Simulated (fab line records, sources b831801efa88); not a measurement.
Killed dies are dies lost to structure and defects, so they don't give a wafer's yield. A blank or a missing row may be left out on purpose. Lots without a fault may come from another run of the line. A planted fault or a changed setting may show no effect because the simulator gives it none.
Problem report in the 8D (eight disciplines) form, filled by code | flow sky130 | the parts of the form that need people (team, actions taken, sign-off) are left out

1. THE PROBLEM
run_length_s at SKY_FIELD_ISO_ETCH_15 reads a mean of 84.7 s on 2 wafers of 2 lots; wafers without a fault read 100.2 s with a standard deviation of 0.35. That is -44 standard deviations from the usual mean.
The step: etches the open film in CHF3/O2, stops on Si, target depth 180 nm, time 72 s.
First seen on wafer L848.1, day 4 09:11, on rie_diel-03. The record holds 30 wafers of 10 lots with a number at this step. Rule for "out", or "out of limits": more than 4 standard deviations from the usual mean. The other wafers with a number count as sound.

2. WHAT IT IS AND WHAT IT IS NOT
question                    | is                           | is not
which readings at this step | run_length_s, oes_product_au | drypump_motor_current_A
which lots                  | L848, L850                   | L840, L841, L842, L843, L851, L856, L857, L858
which wafers of those lots  | L848.1, L850.3               | L848.4, L848.6, L850.1, L850.5
read on which tools         | rie_diel-03                  | rie_diel-02, rie_diel-04
when                        | from day 4 09:11             | up to then (14 sound wafers); but 14 sound wafers of L850, L851, L856, L857, L858 came after

3. SUSPECTS, AND WHAT RULES EACH OUT
Counting: a tool at a process step up to the reading stays a suspect if it ran every lot that is out. Sound lots after the first of them don't rule it out here, since some wafers of a struck lot are sound.
- rie_diel-03 at SKY_FIELD_ISO_ETCH_15 (etches the open film in CHF3/O2, stops on Si, target depth 180 nm, time 72 s): kept. It ran every lot that is out, first L848 (day 4 09:11); its last sound lot up to then is L843 (day 3 07:26). Its own readings are out on those wafers: oes_product_au, run_length_s.
- Within rie_diel-03 at SKY_FIELD_ISO_ETCH_15: the wafers that are out ran in chamber 1; their sound lot-mates ran in chambers 0, 2, 3.
Left after counting: rie_diel-03 at SKY_FIELD_ISO_ETCH_15.

4. THE CAUSE (what the simulator had put in)
Process parameter drift: rie_diel-03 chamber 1, from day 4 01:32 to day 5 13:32, at SKY_FIELD_ISO_ETCH_15. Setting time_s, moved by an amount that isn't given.
Counting left only this tool.

5. THE CHAIN OF EFFECTS, in route order
Each row: a reading whose mean over the struck wafers that have a number lies more than 3 standard deviations from the usual. Only readings for which the record gives a usual standard deviation are gone through. hours: the time from each lot's start at the first step in this table that gives one to its start at this step, as a median over the lots. sigmas: the change in usual standard deviations.
hours | step                   | reading                  | usual      | on struck wafers | change | sigmas
0     | SKY_FIELD_ISO_ETCH_15  | oes_product_au           | 0.943 a.u. | 1.004            | +0.061 | +12
0     | SKY_FIELD_ISO_ETCH_15  | run_length_s             | 100.2 s    | 84.7             | -15.5  | -44
0     | SKY_FIELD_ISO_ETCH_15  | throttle_valve_pct       | 8.844 %    | 8.874            | +0.030 | +3.2
0     | SKY_FIELD_ISO_STRIP_16 | oes_product_au           | 0.378 a.u. | 0.395            | +0.017 | +3.1
0     | SKY_FIELD_ISO_STRIP_16 | strip_time_to_endpoint_s | 3.54 s     | 3.86             | +0.32  | +8.0
1050  | SKY_PAD_OPEN_PROBE_99  | killed_at_front_end      | 16         | 424              | +408   | +87
1050  | SKY_PAD_OPEN_PROBE_99  | killed_dies              | 87         | 492              | +405   | +42
1050  | SKY_PAD_OPEN_PROBE_99  | killed_on_rim            | 17         | 96               | +79    | +21
The process steps in it:
- SKY_FIELD_ISO_ETCH_15: etches the open film in CHF3/O2, stops on Si, target depth 180 nm, time 72 s.
- SKY_FIELD_ISO_STRIP_16: strips in O2/N2.
- SKY_PAD_OPEN_PROBE_99

6. WHAT WOULD HAVE CAUGHT IT SOONER
In this record the first reading out of limits was taken at day 4 09:11, 8 hours after the fault began at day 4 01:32.
